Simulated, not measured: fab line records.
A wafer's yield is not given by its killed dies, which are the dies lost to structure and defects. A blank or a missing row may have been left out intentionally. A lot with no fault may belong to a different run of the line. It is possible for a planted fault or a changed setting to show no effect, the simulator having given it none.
Which tool is to blame? || flow gf180mcu || 12 lots, 36 wafers sampled, at 3 steps of a route of 602

WHAT THE GAUGES READ, wafer by wafer
GF_VT_IMPLANT_OVL_MEAS_07. Usual: VT_IMPLANT_OVL gives -0.1 nm (standard deviation 1.4).
{"lot": "L749", "measured": "day 6 00:01", "on": "overlay-02", "VT_IMPLANT_OVL (nm)": "3.1 -2.2 0.4", "flag": ""}
{"lot": "L751", "measured": "day 6 10:05", "on": "overlay-01", "VT_IMPLANT_OVL (nm)": "0.6 1.2 0.6", "flag": ""}
{"lot": "L754", "measured": "day 7 03:52", "on": "overlay-01", "VT_IMPLANT_OVL (nm)": "-0.1 -1.3 0.9", "flag": ""}
{"lot": "L757", "measured": "day 7 22:23", "on": "overlay-01", "VT_IMPLANT_OVL (nm)": "-0.4 -1.6 -1.5", "flag": ""}
{"lot": "L758", "measured": "day 8 07:42", "on": "overlay-01", "VT_IMPLANT_OVL (nm)": "-0.5 0.5 -2.3", "flag": ""}
{"lot": "L760", "measured": "day 8 18:32", "on": "overlay-01", "VT_IMPLANT_OVL (nm)": "0.7 -1.7 -1.4", "flag": ""}
{"lot": "L761", "measured": "day 8 21:43", "on": "overlay-01", "VT_IMPLANT_OVL (nm)": "1.0 -0.1 0.9", "flag": ""}
{"lot": "L762", "measured": "day 9 04:39", "on": "overlay-01", "VT_IMPLANT_OVL (nm)": "1.7 -0.4 -0.3", "flag": ""}
{"lot": "L763", "measured": "day 9 10:16", "on": "overlay-01", "VT_IMPLANT_OVL (nm)": "1.9 0.1 1.5", "flag": ""}
{"lot": "L767", "measured": "day 10 13:14", "on": "overlay-01", "VT_IMPLANT_OVL (nm)": "1.0 -1.0 -0.3", "flag": ""}
{"lot": "L768", "measured": "day 10 20:46", "on": "overlay-02", "VT_IMPLANT_OVL (nm)": "1.6 0.7 1.2", "flag": ""}
{"lot": "L769", "measured": "day 11 08:01", "on": "overlay-01", "VT_IMPLANT_OVL (nm)": "-1.2 -1.9 -1.9", "flag": ""}

GF_HV_LDD_CD_MEAS_46: target cd 400 nm. Usual: cd_nm 399.7 nm, standard deviation 2.4.
{"lot": "L749", "measured": "day 12 20:41", "on": "cd_sem-02", "cd_nm (nm)": "398.4 401.4 397.0", "flag": ""}
{"lot": "L751", "measured": "day 13 07:28", "on": "cd_sem-02", "cd_nm (nm)": "399.4 397.6 401.6", "flag": ""}
{"lot": "L754", "measured": "day 14 05:33", "on": "cd_sem-02", "cd_nm (nm)": "401.9 397.9 399.3", "flag": ""}
{"lot": "L757", "measured": "day 15 07:07", "on": "cd_sem-02", "cd_nm (nm)": "404.5 400.6 402.6", "flag": ""}
{"lot": "L758", "measured": "day 15 22:43", "on": "cd_sem-01", "cd_nm (nm)": "400.6 400.0 401.4", "flag": ""}
{"lot": "L760", "measured": "day 16 11:08", "on": "cd_sem-02", "cd_nm (nm)": "399.1 399.1 398.3", "flag": ""}
{"lot": "L761", "measured": "day 16 18:03", "on": "cd_sem-01", "cd_nm (nm)": "402.2 401.8 402.3", "flag": ""}
{"lot": "L762", "measured": "day 17 03:59", "on": "cd_sem-02", "cd_nm (nm)": "399.0 396.6 397.7", "flag": ""}
{"lot": "L763", "measured": "day 17 09:53", "on": "cd_sem-01", "cd_nm (nm)": "400.0 400.0 398.5", "flag": ""}
{"lot": "L767", "measured": "day 18 18:01", "on": "cd_sem-01", "cd_nm (nm)": "397.5 398.3 398.4", "flag": ""}
{"lot": "L768", "measured": "day 19 08:16", "on": "cd_sem-02", "cd_nm (nm)": "399.2 397.4 486.2", "flag": "OFF"}
{"lot": "L769", "measured": "day 19 17:03", "on": "cd_sem-01", "cd_nm (nm)": "402.0 490.7 490.6", "flag": "OFF"}

WHAT TOOL EACH LOT RAN ON (gives the tool, then ch and the chambers of the sampled wafers, and finally the start)
{"lot": "L749", "GF_HV_LDD_COAT_41": "litho_track-03 ch 0, day 12 10:32"}
{"lot": "L751", "GF_HV_LDD_COAT_41": "litho_track-03 ch 0, day 12 21:38"}
{"lot": "L754", "GF_HV_LDD_COAT_41": "litho_track-04 ch 0, day 13 19:17"}
{"lot": "L757", "GF_HV_LDD_COAT_41": "litho_track-02 ch 0, day 14 20:29"}
{"lot": "L758", "GF_HV_LDD_COAT_41": "litho_track-03 ch 0, day 15 11:36"}
{"lot": "L760", "GF_HV_LDD_COAT_41": "litho_track-03 ch 0, day 15 23:38"}
{"lot": "L761", "GF_HV_LDD_COAT_41": "litho_track-03 ch 0, day 16 07:03"}
{"lot": "L762", "GF_HV_LDD_COAT_41": "litho_track-02 ch 0, day 16 16:27"}
{"lot": "L763", "GF_HV_LDD_COAT_41": "litho_track-04 ch 0, day 16 22:13"}
{"lot": "L767", "GF_HV_LDD_COAT_41": "litho_track-04 ch 0, day 18 05:46"}
{"lot": "L768", "GF_HV_LDD_COAT_41": "litho_track-04 ch 0, day 18 20:01"}
{"lot": "L769", "GF_HV_LDD_COAT_41": "litho_track-04 ch 0, day 19 04:43"}
- GF_HV_LDD_COAT_41: resist thk 1000 nm.

AS READ BY THE TOOLS THEMSELVES (means over the sampled wafers that have a number; for cases with no such wafer, the mark the record gives instead)
The record holds no such reading with a usual standard deviation.

THE ANSWER, worked out from the rows above alone
Rule: take the mean of a lot's wafers that have a number; if it is more than 3 standard deviations from the usual mean, the lot is off. A lot without any number at a reading at which 4 lots or more have one is off too. The other lots that the step has rows for count as sound. The gauges are gone through in route order, then the tools' own readings, and for those a lot's mean is taken as printed above. The first step at which some lot is off is used, and at that step the reading that is off furthest; a lot without a number counts as furthest.
Off, at GF_HV_LDD_CD_MEAS_46 on cd_nm: L768, L769.
If a tool, at a process step before that reading, ran all the lots that are off and no sound lot after the first of them, it fits. The gauges at GF_HV_LDD_CD_MEAS_46 are tried like those tools. One candidate fits, namely litho_track-04 at GF_HV_LDD_COAT_41. Its last sound lot is L767 (day 18 05:46), its first lot that is off L768 (day 18 20:01): a fault that began between those two fits.

WHAT WAS PUT IN BY THE SIMULATOR
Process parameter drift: litho_track-04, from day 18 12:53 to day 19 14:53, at GF_HV_LDD_COAT_41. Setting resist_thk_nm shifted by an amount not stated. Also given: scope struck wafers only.
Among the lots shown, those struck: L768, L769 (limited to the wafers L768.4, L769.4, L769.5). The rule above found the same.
